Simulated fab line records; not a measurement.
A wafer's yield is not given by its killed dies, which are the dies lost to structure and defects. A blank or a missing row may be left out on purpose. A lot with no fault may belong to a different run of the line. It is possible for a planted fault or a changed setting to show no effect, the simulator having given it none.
A struck lot beside a sound one + flow gf180mcu + 37 steps out of a route of 602
Sound: the wafers L531.3, L531.4, L531.6. Struck: wafers L540.1, L540.3. (L540.6 of the same lot was not struck and is left out.) The cause comes at the end.
At each step with rows: each side's tool, then ch and its chambers, then its first start. Under that, the readings that differ: sound wafers + struck wafers + difference of the means + sigmas: that difference in standard deviations of wafers without a fault.
alike: words and numbers the same on both sides, and readings whose means are apart by under 2 such deviations; not compared: readings that were withheld, readings missing a value for some wafer, numbers with overlapping values and no deviation given by the record, and bounds like >300 which may hide the same value.
The two part at a step that has a row with sigmas, a row that says differs or no value, or rows on one side only. When numbers do not overlap yet have no deviation, they are printed without sigmas and do not part them. Lack of a reading on every wafer of one side parts them only where that side has two or more wafers.

first, 2 steps without rows for these wafers: GF_M2_PEB_12 (peb time 90 s); GF_M2_DEVELOP_13 (develop time 60 s).
GF_M2_CD_MEAS_14 targets a cd of 280 nm.
  struck on cdSem-01, day 24 16:16; sound on cdSem-01, day 21 02:28
  alike: cdNm
GF_M2_OVL_MEAS_15:
  struck on overlay-02, day 24 16:23; sound on overlay-02, day 21 02:33
  alike: M2_OVL
GF_M2_METAL_ETCH_16: etches the open film in Cl2/BCl3, stops on SiO2, target depth 750.8 nm, time 125.1 s.
  sound on rieMetal-03 ch 0,1, day 21 02:37; struck on rieMetal-01 ch 0,1, day 24 16:25
  alike: drypumpMotorCurrentA, oesProductAu, throttleValvePct
  not compared: rfHoursCounterH
then, 4 steps without rows for these wafers: GF_M2_STRIP_17 (strips in O2/N2); GF_M2_STRIP_18 (strips in post etch residue remover, time 1200 s); GF_M2_CLEAN_19 (cleans in DIW); GF_V2_CVD_00 (deposits SiO2, target thk 600 nm, time 100 s).
GF_V2_THK_MEAS_01:
  struck on filmMetro-04, day 24 17:09; sound on filmMetro-03, day 21 03:20
  alike: V2_CVD_00_THK
GF_V2_CVD_02: deposits SiO2 from TEOS, target thk 850 nm, time 94.851 s.
  sound on pecvd-02 ch 0,1,2, day 21 03:22; struck on pecvd-01 ch 0,2, day 24 17:13
  alike: heaterPowerW
GF_V2_THK_MEAS_03:
  struck on filmMetro-03, day 24 17:17; sound on filmMetro-01, day 21 03:28
| reading            | sound       | struck  | difference | sigmas |
|--------------------|-------------|---------|------------|--------|
| V2_CVD_02_THK (nm) | 861 864 883 | 832 841 | -33        | -2     |
GF_V2_CMP_04: polishes SiO2.
  sound on cmp-01 ch 0,2,3, day 21 03:30; struck on cmp-02 ch 0,2, day 24 17:23
| reading                            | sound             | struck      | difference | sigmas |
|------------------------------------|-------------------|-------------|------------|--------|
| model.SiO2_of_V2_CVD_02.thkNm (nm) | 634.8 635.2 633.4 | 702.1 704.8 | +69.0      |        |
  alike: motorCurrentA, timeToEndpointS
GF_V2_BOW_MEAS_05:
  struck on filmMetro-04, day 24 17:38; sound on filmMetro-01, day 21 03:50
  alike: V2_BOW
then, 8 steps without rows for these wafers: GF_V2_DEHYDRATE_06 (time 60 s); GF_V2_HMDS_07 (prime time 60 s); GF_V2_COAT_08; GF_V2_COAT_09 (resist thk 1000 nm); GF_V2_SOFTBAKE_10 (time 60 s); GF_V2_EXPOSE_11 (exposes mask Via2, target cd 260 nm); GF_V2_PEB_12 (peb time 90 s); GF_V2_DEVELOP_13 (develop time 60 s).
GF_V2_CD_MEAS_14 targets a cd of 260 nm.
  struck on cdSem-02, day 25 15:17; sound on cdSem-02, day 22 03:19
  alike: cdNm
GF_V2_OVL_MEAS_15:
  struck on overlay-01, day 25 15:25; sound on overlay-02, day 22 03:24
  alike: V2_OVL
then, 1 step without rows for these wafers: GF_V2_ETCH_16 (etches BARC in N2/H2).
GF_V2_ETCH_17: etches SiO2 in C4F8/O2/Ar, stops on TiN, target depth 630 nm.
  sound on rieDiel-01 ch 0,2,3; struck on rieDiel-03 ch 0,2
| reading                      | sound             | struck      | difference | sigmas |
|------------------------------|-------------------|-------------|------------|--------|
| oesProductAu (a.u.)          | 0.850 0.861 0.861 | 0.905 0.911 | +0.051     | +11    |
| model.etch.depthNm (nm)      | 634.8 635.2 633.4 | 702.1 704.8 | +69.0      |        |
| model.V2.featureDepthNm (nm) | 634.8 635.2 633.4 | 702.1 704.8 | +69.0      |        |
GF_V2_STRIP_18: strips in O2/N2.
  sound on plasmaAsher-03 ch 0,1, day 22 03:35; struck on plasmaAsher-01 ch 1, day 25 15:35
  alike: drypumpMotorCurrentA, heaterPowerW, oesProductAu
  not compared: rfHoursCounterH
then, 3 steps without rows for these wafers: GF_V2_STRIP_19 (strips in post etch residue remover, time 1200 s); GF_V2_CLEAN_20 (cleans in DIW); GF_V2_SPUTTER_21 (material Ti, target thk 15 nm, time 80.02 s).
GF_V2_SPUTTER_22: material TiN, target thk 10 nm, time 40 s.
  struck on pvdSputter-04, day 25 16:13; sound on pvdSputter-04, day 22 04:14
  alike: throttleValvePct
then, 1 step without rows for these wafers: GF_V2_CVD_23 (deposits W, target thk 350 nm, time 104.94 s).
GF_V2_RS_MEAS_24: measurement is done with a four-point probe.
  struck on filmMetro-03, day 25 16:22; sound on filmMetro-01, day 22 04:26
  alike: V2_W_RS
GF_V2_THK_MEAS_25: measures by xrf.
  struck on filmMetro-03, day 25 16:29; sound on filmMetro-01, day 22 04:32
  alike: V2_W_THK
GF_V2_CMP_26: polishes, stops on SiO2, t overpolish 15 s, target thk 0 nm.
  sound on cmp-02 ch 1,3, day 22 04:34; struck on cmp-01 ch 1,2, day 25 16:32
| reading                            | sound           | struck    | difference | sigmas |
|------------------------------------|-----------------|-----------|------------|--------|
| model.SiO2_of_V2_CVD_02.thkNm (nm) | 631 631.4 629.7 | 698.3 701 | +68.9      |        |
  alike: motorCurrentA
GF_M3_SPUTTER_00: material Ti, target thk 37.5 nm, time 150 s.
  struck on pvdSputter-02, day 25 16:50; sound on pvdSputter-03, day 22 04:52
  alike: substrateTempC, throttleValvePct
following that, these wafers have no rows for 1 step: GF_PASSIVATION_PROBE_99.

== WHERE THEY PART ==
Earliest at GF_V2_THK_MEAS_03; latest, in this record, at GF_V2_ETCH_17. Later steps at which nothing parts them and some readings are alike: GF_V2_STRIP_18, GF_V2_SPUTTER_22, GF_V2_RS_MEAS_24, GF_V2_THK_MEAS_25, GF_V2_CMP_26, GF_M3_SPUTTER_00.

WHY: the cause the simulator had injected
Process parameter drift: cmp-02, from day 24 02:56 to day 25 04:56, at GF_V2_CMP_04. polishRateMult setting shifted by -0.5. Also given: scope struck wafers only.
